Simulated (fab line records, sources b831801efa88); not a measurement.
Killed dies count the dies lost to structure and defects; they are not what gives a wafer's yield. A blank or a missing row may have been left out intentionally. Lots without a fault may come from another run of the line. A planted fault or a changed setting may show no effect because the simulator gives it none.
Commonality check across tools + flow sky130 + 39 wafers sampled across 13 lots

WHY IT WAS OPENED
At SKY_SD_N_CD_MEAS_07 the reading cd-nm is flagged on 1 of 13 lots. Wafers without a fault read 377.8 nm, standard deviation 2.4.
Rule: a lot is flagged when every wafer of it that has a number lies more than 4 standard deviations from that mean, or none has a number. All remaining lots are regarded as sound.

| lot  | measured     | on        | cd-nm (nm), wafer by wafer | flag    |
|------|--------------|-----------|----------------------------|---------|
| L937 | day 28 20:19 | cd-sem-02 | 379.2 380.5 380.5          |         |
| L936 | day 28 22:04 | cd-sem-01 | 375.0 374.4 375.3          |         |
| L935 | day 28 23:47 | cd-sem-01 | 377.8 374.9 376.5          |         |
| L939 | day 29 08:25 | cd-sem-01 | 378.8 378.9 379.8          |         |
| L940 | day 29 18:58 | cd-sem-01 | 381.0 379.6 380.2          |         |
| L941 | day 30 02:38 | cd-sem-01 | 377.6 378.7 376.7          |         |
| L942 | day 30 11:43 | cd-sem-01 | 377.1 376.0 377.6          |         |
| L945 | day 31 14:56 | cd-sem-02 | 381.3 378.5 379.2          |         |
| L947 | day 32 02:41 | cd-sem-01 | 329.0 330.1 329.7          | FLAGGED |
| L955 | day 35 02:32 | cd-sem-01 | 382.2 382.7 380.8          |         |
| L956 | day 35 05:07 | cd-sem-02 | 378.1 379.0 375.8          |         |
| L957 | day 35 05:49 | cd-sem-02 | 377.5 378.9 378.1          |         |
| L958 | day 35 13:43 | cd-sem-02 | 376.9 375.2 378.0          |         |
The mean of the flagged lots' numbers is 329.6 nm, -48.2 nm from the usual (-20 standard deviations).

LOT BY LOT: THE TOOL USED
The record keeps 1 process step preceding the reading, out of 708 steps on the route. In each cell: the tool, then ch and the chambers that the sampled wafers went through, then the start.
| lot  | flag    | SKY_SD_N_EXPOSE_04                  |
|------|---------|-------------------------------------|
| L937 |         | iline-stepper-01 ch 0, day 28 06:02 |
| L936 |         | iline-stepper-02 ch 0, day 28 07:31 |
| L935 |         | iline-stepper-01 ch 0, day 28 09:37 |
| L939 |         | iline-stepper-01 ch 0, day 28 18:13 |
| L940 |         | iline-stepper-02 ch 0, day 29 04:57 |
| L941 |         | iline-stepper-01 ch 0, day 29 12:20 |
| L942 |         | iline-stepper-02 ch 0, day 29 20:57 |
| L945 |         | iline-stepper-02 ch 0, day 31 01:01 |
| L947 | FLAGGED | iline-stepper-02 ch 0, day 31 13:53 |
| L955 |         | iline-stepper-02 ch 0, day 34 14:05 |
| L956 |         | iline-stepper-02 ch 0, day 34 16:31 |
| L957 |         | iline-stepper-01 ch 0, day 34 17:30 |
| L958 |         | iline-stepper-02 ch 0, day 35 01:01 |
What the steps here do:
- SKY_SD_N_EXPOSE_04: exposes mask NSDM, target cd 380 nm.
- SKY_SD_N_CD_MEAS_07: target cd 380 nm.

FLAGGED AGAINST TOTAL, ONE TOOL AT A TIME (gauges that did the reading follow at the end)
| step                | tool             | lots run | flagged | share of the flagged lots | sound lots run after its first flagged lot |
|---------------------|------------------|----------|---------|---------------------------|--------------------------------------------|
| SKY_SD_N_EXPOSE_04  | iline-stepper-01 | 5        | 0       | none                      | -                                          |
| SKY_SD_N_EXPOSE_04  | iline-stepper-02 | 8        | 1       | all                       | 3 (L955,L956,L958)                         |
| SKY_SD_N_CD_MEAS_07 | cd-sem-01        | 8        | 1       | all                       | 1 (L955)                                   |
| SKY_SD_N_CD_MEAS_07 | cd-sem-02        | 5        | 0       | none                      | -                                          |

WHAT THE TABLE PERMITS
Table rows that saw every flagged lot: 2, namely iline-stepper-02 at SKY_SD_N_EXPOSE_04 and cd-sem-01 at SKY_SD_N_CD_MEAS_07.
- iline-stepper-02 at SKY_SD_N_EXPOSE_04 ran 8 lots, 1 of them flagged. Sound lots followed the first flagged one (L955, L956, L958) on it, something a lasting fault affecting the whole tool could not allow.
- cd-sem-01 at SKY_SD_N_CD_MEAS_07 ran 8 lots, 1 of them flagged. Sound lots followed the first flagged one (L955) on it, something a lasting fault affecting the whole tool could not allow.
None of the table's rows ran every flagged lot and, after the first, no sound lot.

WHAT HAD BEEN PUT IN BY THE SIMULATOR
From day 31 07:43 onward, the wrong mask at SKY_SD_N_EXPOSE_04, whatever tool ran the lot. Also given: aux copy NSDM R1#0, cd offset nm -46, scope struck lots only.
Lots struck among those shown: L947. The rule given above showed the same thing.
